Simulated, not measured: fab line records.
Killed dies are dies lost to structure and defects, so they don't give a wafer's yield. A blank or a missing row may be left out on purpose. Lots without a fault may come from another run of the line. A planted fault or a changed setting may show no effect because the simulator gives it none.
Comparing a struck lot with a sound one -- flow gf180mcu -- 15 steps out of a route of 602
Sound: the wafers L672.2, L672.3, L672.5. Struck: wafers L692.4, L692.5, L692.6. The cause is given at the end.
At each step with rows: each side's tool, then ch and its chambers, then its first start. Under that, the readings that differ: sound wafers -- struck wafers -- difference of the means -- sigmas: that difference in standard deviations of wafers without a fault.
alike: same words and numbers on both sides, and readings whose means sit less than 2 such deviations apart. not compared: any withheld reading, any reading some wafer has no value for, any bound like >300 that may hide the same value, and any number with overlapping values for which the record gives no deviation.
The two part at a step that has a row with sigmas, a row that says differs or no value, or rows on one side only. When numbers do not overlap yet have no deviation, they are printed without sigmas and do not part them. A reading that every wafer of one side lacks parts them only if that side has two wafers or more.

first, 2 steps without rows for these wafers: GF_DNWELL_DEVELOP_06 (develop time 60 s); GF_DNWELL_IMPLANT_07.
GF_DNWELL_STRIP_08: strips in O2/N2.
  sound on plasma asher-01 ch 0,1, day 3 10:38; struck on plasma asher-03 ch 0,1, day 7 22:32
  alike: drypump motor current A, heater power w, oes product au, strip time to endpoint s
  not compared: rf hours counter h
GF_DNWELL_TW_MEAS_09:
  struck on film metro-04, day 7 22:38; sound on film metro-01, day 3 10:45
  alike: DNWELL_TW
then, 7 steps without rows for these wafers: GF_NWELL_DEHYDRATE_00 (time 60 s); GF_NWELL_HMDS_01 (prime time 60 s); GF_NWELL_COAT_02 (resist thk 3000 nm); GF_NWELL_SOFTBAKE_03; GF_NWELL_EXPOSE_04 (exposes mask Nwell, target cd 860 nm); GF_NWELL_PEB_05; GF_NWELL_DEVELOP_06 (develop time 60 s).
GF_NWELL_OVL_MEAS_07:
  struck on overlay-01, day 8 14:21; sound on overlay-02, day 4 00:02
  alike: NWELL_OVL
GF_NWELL_IMPLANT_08:
  sound on implanter-04 ch 0, day 4 00:05; struck on implanter-04 ch 0, day 8 14:26
reading,sound,struck,difference,sigmas
beam energy keV,449.94 450.12 450.24,468.23 467.92 468.13,+17.99,+99 or more
model.implant.rp nm (nm),542.6 542.6 542.6,573.3 573.3 573.3,+30.7,
model.implant.drp nm (nm),123.9 123.9 123.9,126.2 126.2 126.2,+2.3,
next, for these wafers, 1 step has no rows: GF_NWELL_IMPLANT_09.
GF_PASSIVATION_PROBE_99:
  the record holds rows for the sound wafers here (prober-01, day 29 22:37) but none for the struck ones

== WHERE THEY PART ==
First at GF_NWELL_IMPLANT_08; last, within this record, at GF_PASSIVATION_PROBE_99.

WHY: whatever the simulator had introduced
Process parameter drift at GF_NWELL_IMPLANT_08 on implanter-04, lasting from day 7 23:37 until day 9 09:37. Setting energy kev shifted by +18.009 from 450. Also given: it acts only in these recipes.
